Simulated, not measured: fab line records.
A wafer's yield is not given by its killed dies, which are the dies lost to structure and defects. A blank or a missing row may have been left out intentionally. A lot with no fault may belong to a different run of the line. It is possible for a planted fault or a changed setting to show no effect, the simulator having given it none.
fab line records	flow sfqLine
record: lots: 13	wafers: 39	lastDay: 91
route steps=325 shown I0@44 M1@68 M2@98
lots untouched by any fault: they come from a run of this same line in which no faults occurred
startH: hours from the record's first day to the start of the lot's first wafer shown	waitH: hours elapsed since this lot's preceding step	" unchanged from the row above	L1.1+2: a single row standing in for several wafers	- either no value or no given start	* or withheld: withheld	< > ~ a bound
route shown NAME@n: NAME is a module with steps in the file, n the number in the route of the first one	usual: mean and standard deviation over wafers with no fault	same: alike in all rows	chamber/n: place in a boat	sites: each site's reading	_std_site: how widely they spread, as a standard deviation	_edge_site: inner sites' mean taken away from outer sites' mean	radiusMm: for every site, how far away it sits from the centre of the wafer	mask NAME#n: copy n	behind: tool/chamber where the wafer was last shaped	hold: why the lot was held/for how many hours/how that ended	device: the transistor (n, p or np) that didn't switch	end of line: the route-end tests of the same wafers	step lacking rows: just its recipe	killed: dies that structure and defects cost at the first sort, which is not the same as the wafer's yield	map: a wafer's dies, x killed, . not, _ none there
set.NAME: the setting the step ran with; set.NAME@STEP: the setting that earlier step ran with	model.NAME: the simulator's own value behind a step, which no gauge read
one table for each step of the route and one row for each wafer, over a sample of lots
services: the hour from which a tool's chamber was out of use, counted from the record's first day as startH (under 0 if before that day), plus the number of hours and why
== steps ==
step: SFQ_TRILAYER_I0_CMP_CMP_028
recipe: material: SiO2	downForcePsi: 3	platenRpm: 58.76	padVelocityMS: 0.94248
usual: motorCurrentA: 10.1/1.1	timeToEndpointS: 216/7.6
lot.wafer	tool	chamber	startH	waitH	motorCurrentA	timeToEndpointS
L373.2	cmp-01	2	164.79	0.7	11.4	205
L373.1	"	3	"	"	11.3	213
L373.3	"	1	166.29	2.2	9.5	201
L374.3	cmp-02	1	169.76	0.0	9.7	214
L374.2	"	2	"	"	8.6	206
L374.1	"	3	"	"	11.8	208
L376.2	cmp-02	3	182.33	0.1	11.6	213
L376.1	"	0	"	"	9.6	228
L376.6	"	0	184.83	2.5	9.3	226
L377.4	cmp-02	3	189.52	0.0	11.4	218
L377.1	"	0	"	"	9.9	227
L377.3	"	2	191.02	1.5	9.0	212
L378.2	cmp-01	1	194.82	0.5	9.4	212
L378.4	"	3	195.82	1.5	11.2	225
L378.5	"	1	196.82	2.5	9.9	216
L380.4	cmp-02	0	215.40	1.9	9.9	225
L380.1	"	3	216.90	3.4	11.1	209
L380.6	"	1	217.90	4.4	9.6	205
L382.1	cmp-02	0	235.03	2.3	9.6	221
L382.6	"	1	"	"	9.5	220
L382.5	"	2	"	"	8.4	212
L384.4	cmp-01	3	261.95	0.5	11.0	227
L384.1	"	1	262.95	1.5	9.3	219
L384.6	"	2	"	"	11.3	222
L390.2	cmp-01	1	314.40	4.0	9.8	205
L390.4	"	2	"	"	11.0	210
L390.6	"	0	315.90	5.4	12.2	215
L392.2	cmp-01	3	321.20	6.7	11.2	227
L392.5	"	1	322.20	7.7	9.5	214
L392.6	"	2	"	"	10.8	226
L393.1	cmp-02	3	328.19	8.0	11.6	215
L393.2	"	0	"	"	9.8	218
L393.5	"	1	"	"	9.6	210
L394.3	cmp-01	1	330.20	9.2	9.5	212
L394.2	"	2	"	"	12.0	216
L394.5	"	3	"	"	11.8	231
L395.1	cmp-02	2	451.41	1.0	8.5	205
L395.6	"	0	452.41	2.0	9.8	231
L395.5	"	1	"	"	9.8	211
step: SFQ_I0_BOW_MEAS_907
recipe: mode: bow
usual: I0_BOW: 0/7.2
lot.wafer	tool	chamber	startH	waitH	I0_BOW[um]
L373.1	filmMetro-04	-	167.79	2.0	-15
L373.2	"	-	"	"	-8
L373.3	"	-	"	"	9
L374.1	filmMetro-04	-	172.76	1.5	7
L374.2	"	-	"	"	6
L374.3	"	-	"	"	2
L376.1	filmMetro-03	-	185.33	2.0	5
L376.2	"	-	"	"	-2
L376.6	"	-	"	"	3
L377.1	filmMetro-04	-	192.52	2.0	2
L377.3	"	-	"	"	-2
L377.4	"	-	"	"	2
L378.2	filmMetro-04	-	197.34	2.0	-1
L378.4	"	-	"	"	11
L378.5	"	-	"	"	-12
L380.1	filmMetro-02	-	218.40	1.0	3
L380.4	"	-	"	"	8
L380.6	"	-	"	"	-6
L382.1	filmMetro-03	-	236.53	1.0	-1
L382.5	"	-	"	"	0
L382.6	"	-	"	"	-4
L382.1	filmMetro-03	-	237.85	1.3	-
L382.5	"	-	"	"	-
L382.6	"	-	"	"	-
L384.1	filmMetro-02	-	264.45	1.0	2
L384.4	"	-	"	"	11
L384.6	"	-	"	"	12
L390.2	filmMetro-04	-	316.92	2.0	4
L390.4	"	-	"	"	1
L390.6	"	-	"	"	3
L392.2	filmMetro-02	-	323.22	1.5	2
L392.5	"	-	"	"	0
L392.6	"	-	"	"	1
L393.1	filmMetro-04	-	330.19	1.5	-1
L393.2	"	-	"	"	-13
L393.5	"	-	"	"	-7
L394.2	filmMetro-03	-	332.22	1.0	-4
L394.3	"	-	"	"	-6
L394.5	"	-	"	"	-6
L395.1	filmMetro-02	-	453.41	1.5	-7
L395.5	"	-	"	"	-5
L395.6	"	-	"	"	-5
step: SFQ_TRILAYER_I0_METRO_MEASURE_029
usual: thkNm: 199.6/1.2
lot.wafer	tool	chamber	startH	waitH	thkNm
L373.1	filmMetro-04	-	167.91	0.1	201.5
L373.2	"	-	"	"	199.6
L373.3	"	-	"	"	199.1
L374.1	filmMetro-04	-	172.88	0.1	198.9
L374.2	"	-	"	"	198.7
L374.3	"	-	"	"	197.2
L376.1	filmMetro-03	-	185.45	0.1	201.5
L376.2	"	-	"	"	198.7
L376.6	"	-	"	"	199.3
L377.1	filmMetro-04	-	192.64	0.1	200.2
L377.3	"	-	"	"	198.8
L377.4	"	-	"	"	199.4
L378.2	filmMetro-04	-	197.64	0.3	199.2
L378.4	"	-	"	"	200.2
L378.5	"	-	"	"	198.0
L380.1	filmMetro-02	-	218.52	0.1	198.8
L380.4	"	-	"	"	201.2
L380.6	"	-	"	"	200.8
L382.1	filmMetro-02	-	239.28	1.4	201.2
L382.5	"	-	"	"	213.1
L382.6	"	-	"	"	200.6
L382.1	filmMetro-02	-	240.65	1.2	201.1
L382.5	"	-	"	"	213.2
L382.6	"	-	"	"	200.7
L384.1	filmMetro-02	-	264.57	0.1	200.5
L384.4	"	-	"	"	201.4
L384.6	"	-	"	"	200.8
L390.2	filmMetro-04	-	317.22	0.3	199.7
L390.4	"	-	"	"	199.8
L390.6	"	-	"	"	200.8
L392.2	filmMetro-02	-	323.52	0.3	202.3
L392.5	"	-	"	"	199.3
L392.6	"	-	"	"	199.9
L393.1	filmMetro-04	-	330.31	0.1	198.5
L393.2	"	-	"	"	200.5
L393.5	"	-	"	"	199.9
L394.2	filmMetro-03	-	332.52	0.3	199.8
L394.3	"	-	"	"	198.6
L394.5	"	-	"	"	200.8
L395.1	filmMetro-02	-	453.53	0.1	198.4
L395.5	"	-	"	"	200.0
L395.6	"	-	"	"	201.2
step: SFQ_TRILAYER_I0_VIA_ETCH_VIA_ETCH_034
recipe: target: SiO2	stopOn: Nb	maskMaterial: PR	taperDeg: 20	chemistry: CHF3	targetDepthNm: 260	sourceW: 500	biasW: 80	pressureMtorr: 30	timeS: withheld
usual: drypumpMotorCurrentA: 5.9/0.4	oesProductAu: 0.853/0.0058
lot.wafer	tool	chamber	startH	waitH	drypumpMotorCurrentA	oesProductAu
L373.1	rieDiel-02	1	273.66	0.0	5.7	0.863
L373.2	"	3	"	"	6.0	0.859
L373.3	"	0	"	"	5.1	0.856
L374.1	rieDiel-01	0	280.86	0.0	6.3	0.854
L374.2	"	1	"	"	6.1	0.844
L374.3	"	2	"	"	5.9	0.854
L376.1	rieDiel-01	1	291.66	0.0	6.1	0.862
L376.2	"	2	"	"	5.9	0.851
L376.6	"	3	"	"	6.1	0.849
L377.1	rieDiel-01	1	304.57	0.0	6.1	0.849
L377.3	"	3	"	"	6.1	0.846
L377.4	"	2	"	"	5.9	0.852
L378.2	rieDiel-02	0	306.97	0.0	5.0	0.854
L378.4	"	0	"	"	5.0	0.858
L378.5	"	2	"	"	6.5	0.847
L380.1	rieDiel-02	0	327.23	0.0	5.1	0.859
L380.4	"	1	"	"	5.7	0.857
L380.6	"	3	"	"	6.0	0.861
L382.1	rieDiel-03	3	355.55	0.0	5.8	0.859
L382.5	"	1	"	"	6.0	0.886
L382.6	"	0	"	"	6.5	0.851
L384.1	rieDiel-03	0	381.95	0.0	6.4	0.857
L384.4	"	3	"	"	5.8	0.859
L384.6	"	2	"	"	5.4	0.859
L390.2	rieDiel-02	0	398.75	0.0	5.1	0.857
L390.4	"	1	"	"	5.7	0.859
L390.6	"	0	"	"	5.1	0.860
L392.2	rieDiel-03	3	401.15	0.0	5.8	0.862
L392.5	"	0	"	"	6.5	0.842
L392.6	"	1	"	"	6.0	0.850
L393.1	rieDiel-02	1	402.35	0.0	5.7	0.858
L393.2	"	3	"	"	6.1	0.856
L393.5	"	3	"	"	6.0	0.848
L394.2	rieDiel-01	2	403.55	0.0	5.9	0.847
L394.3	"	3	"	"	6.1	0.854
L394.5	"	2	"	"	5.9	0.846
L395.1	rieDiel-03	3	458.20	0.0	5.8	0.845
L395.5	"	0	"	"	6.5	0.847
L395.6	"	1	"	"	6.0	0.859
step: SFQ_M1_OVL_MEAS_911
usual: M1_OVL: 0/4.5
lot.wafer	tool	chamber	startH	waitH	M1_OVL[nm]
L373.1	overlay-01	-	394.01	0.1	-2
L373.2	"	-	"	"	-6
L373.3	"	-	"	"	2
L374.1	overlay-02	-	398.81	0.1	-1
L374.2	"	-	"	"	-2
L374.3	"	-	"	"	-1
L376.1	overlay-01	-	410.81	0.1	-3
L376.2	"	-	"	"	0
L376.6	"	-	"	"	-2
L377.1	overlay-01	-	421.72	0.1	-5
L377.3	"	-	"	"	-2
L377.4	"	-	"	"	3
L378.2	overlay-02	-	427.73	0.1	3
L378.4	"	-	"	"	2
L378.5	"	-	"	"	-2
L380.1	overlay-01	-	456.52	0.1	-10
L380.4	"	-	"	"	-7
L380.6	"	-	"	"	-4
L382.1	overlay-02	-	492.05	0.1	2
L382.5	"	-	"	"	7
L382.6	"	-	"	"	7
L384.1	overlay-01	-	527.10	0.1	5
L384.4	"	-	"	"	0
L384.6	"	-	"	"	3
L390.2	overlay-01	-	553.50	0.1	1
L390.4	"	-	"	"	10
L390.6	"	-	"	"	6
L392.2	overlay-02	-	557.10	0.1	2
L392.5	"	-	"	"	1
L392.6	"	-	"	"	2
L393.1	overlay-02	-	559.50	0.1	-2
L393.2	"	-	"	"	4
L393.5	"	-	"	"	2
L394.2	overlay-02	-	564.30	0.1	1
L394.3	"	-	"	"	2
L394.5	"	-	"	"	4
L395.1	overlay-02	-	621.90	0.1	0
L395.5	"	-	"	"	-6
L395.6	"	-	"	"	-3
step: SFQ_M2_OVL_MEAS_916
usual: M2_OVL: -2/5.5
lot.wafer	tool	chamber	startH	waitH	M2_OVL[nm]
L373.1	overlay-01	-	714.99	0.1	-5
L373.2	"	-	"	"	2
L373.3	"	-	"	"	-5
L374.1	overlay-01	-	724.59	0.1	6
L374.2	"	-	"	"	9
L374.3	"	-	"	"	7
L376.1	overlay-01	-	739.12	0.1	0
L376.2	"	-	"	"	-2
L376.6	"	-	"	"	-8
L377.1	overlay-02	-	757.23	0.1	-2
L377.3	"	-	"	"	2
L377.4	"	-	"	"	-7
L378.2	overlay-02	-	763.03	0.1	-2
L378.4	"	-	"	"	6
L378.5	"	-	"	"	2
L380.1	overlay-02	-	782.35	0.1	-3
L380.4	"	-	"	"	-7
L380.6	"	-	"	"	-12
L382.1	overlay-02	-	808.14	0.1	-7
L382.5	"	-	"	"	-7
L382.6	"	-	"	"	3
L384.1	overlay-02	-	843.27	0.1	-9
L384.4	"	-	"	"	-4
L384.6	"	-	"	"	-7
L390.2	overlay-01	-	865.01	0.1	4
L390.4	"	-	"	"	4
L390.6	"	-	"	"	1
L392.2	overlay-02	-	868.61	0.1	3
L392.5	"	-	"	"	3
L392.6	"	-	"	"	5
L393.1	overlay-02	-	872.20	0.1	-2
L393.2	"	-	"	"	0
L393.5	"	-	"	"	-6
L394.2	overlay-02	-	873.41	0.1	-7
L394.3	"	-	"	"	-7
L394.5	"	-	"	"	-8
L395.1	overlay-01	-	928.60	0.1	1
L395.5	"	-	"	"	0
L395.6	"	-	"	"	7
step: SFQ_TRILAYER_M2_ETCH_METAL_ETCH_060
recipe: target: Nb	stopOn: SiO2	maskMaterial: PR	chemistry: Cl2/Ar	targetDepthNm: 240	icpW: 622.4	biasW: 80	pressureMtorr: 10	timeS: 120
usual: drypumpMotorCurrentA: 5.5/0.43	oesProductAu: 0.893/0.0063
lot.wafer	tool	chamber	startH	waitH	drypumpMotorCurrentA	oesProductAu	rfHoursCounterH
L373.1	rieMetal-04	1	715.09	0.0	5.0	0.892	110
L373.2	"	0	"	"	5.4	0.904	55
L373.3	"	1	"	"	5.0	0.895	-
L374.1	rieMetal-02	0	724.75	0.1	5.7	0.894	58
L374.2	"	0	"	"	5.7	0.894	-
L374.3	"	0	"	"	5.7	0.882	-
L376.1	rieMetal-02	0	739.21	0.0	5.7	0.900	60
L376.2	"	1	"	"	4.8	0.892	1
L376.6	"	0	"	"	5.7	0.898	-
L377.1	rieMetal-04	1	757.33	0.0	5.0	0.893	116
L377.3	"	1	"	"	4.9	0.896	-
L377.4	"	0	"	"	5.4	0.889	-
L378.2	rieMetal-02	1	763.12	0.0	4.8	0.891	4
L378.4	"	1	"	"	4.9	0.890	-
L378.5	"	1	"	"	4.8	0.892	-
L380.1	rieMetal-02	1	782.45	0.0	4.8	0.900	8
L380.4	"	1	"	"	4.8	0.898	-
L380.6	"	0	"	"	5.7	0.899	-
L382.1	rieMetal-02	0	808.24	0.0	5.7	0.884	71
L382.5	"	1	"	"	4.8	0.898	-
L382.6	"	0	"	"	5.7	0.888	-
L384.1	rieMetal-02	0	843.37	0.0	5.7	0.892	75
L384.4	"	0	"	"	5.7	0.896	-
L384.6	"	0	"	"	5.7	0.899	-
L390.2	rieMetal-04	1	865.09	0.0	5.0	0.888	133
L390.4	"	1	"	"	5.0	0.889	-
L390.6	"	0	"	"	5.4	0.900	-
L392.2	rieMetal-04	0	868.69	0.0	5.4	0.884	79
L392.5	"	1	"	"	4.9	0.886	-
L392.6	"	0	"	"	5.4	0.883	-
L393.1	rieMetal-04	1	872.29	0.0	5.0	0.893	134
L393.2	"	0	"	"	5.4	0.893	79
L393.5	"	0	"	"	5.4	0.898	-
L394.2	rieMetal-01	1	873.49	0.0	5.8	0.893	68
L394.3	"	1	"	"	5.8	0.888	-
L394.5	"	1	"	"	5.8	0.900	-
L395.1	rieMetal-02	0	928.69	0.0	5.7	0.883	91
L395.5	"	0	"	"	5.7	0.890	-
L395.6	"	1	"	"	4.8	0.888	-
== services ==
tool	chamber	startH	hours	kind
filmMetro-02	-	150.35	2.5	pm
rieMetal-02	-	150.44	0.4	repair
cmp-02	-	152.15	12.3	pm
filmMetro-02	-	163.13	1.4	pm
rieMetal-02	-	167.36	0.7	repair
filmMetro-04	-	184.71	0.3	pm
cmp-01	-	233.96	0.2	repair
cmp-01	-	234.54	4.0	pm
filmMetro-04	-	245.86	2.3	pm
cmp-01	-	268.69	1.0	repair
cmp-02	-	290.35	2.1	pm
cmp-02	-	316.37	1.8	repair
rieMetal-02	0	384.84	5.2	repair
cmp-02	-	408.83	4.0	pm
cmp-02	-	522.13	8.2	repair
rieMetal-02	0	635.68	17.1	repair
rieMetal-02	1	647.96	6.1	repair
cmp-02	-	657.17	6.6	pm
cmp-02	-	750.99	4.8	pm
cmp-02	-	752.93	1.6	repair
cmp-02	-	755.76	4.0	pm
cmp-02	-	799.37	4.8	repair
rieMetal-02	0	811.23	11.3	repair
rieMetal-02	1	856.45	21.3	repair
== key ==
firstSign: step: SFQ_I0_BOW_MEAS_907	reading: visit	direction: added
effect: step: SFQ_TRILAYER_I0_METRO_MEASURE_029	reading: visit	direction: added
effect: step: SFQ_TRILAYER_I0_METRO_MEASURE_029	reading: thkNm	direction: up	sigmas: 11	usual: 199.6	struck: 213.1
effect: step: SFQ_TRILAYER_I0_VIA_ETCH_VIA_ETCH_034	reading: oesProductAu	direction: up	sigmas: 5.7	usual: 0.853	struck: 0.886
metAt SFQ_TRILAYER_I0_CMP_CMP_028
struckLots L382
struckWafers L382.5
notActingAt SFQ_M1_OVL_MEAS_911,SFQ_M2_OVL_MEAS_916,SFQ_TRILAYER_M2_ETCH_METAL_ETCH_060
onsetBetween 189.52 235.03
fault: kind: processParameterDrift	tool: cmp-02	chamber: 2	onsetH: 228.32	steps: SFQ_TRILAYER_I0_CMP_CMP_028	channel: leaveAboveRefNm	offset: 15	shape: step	endH: 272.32	actsIn: theseRecipesOnly	stated: 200
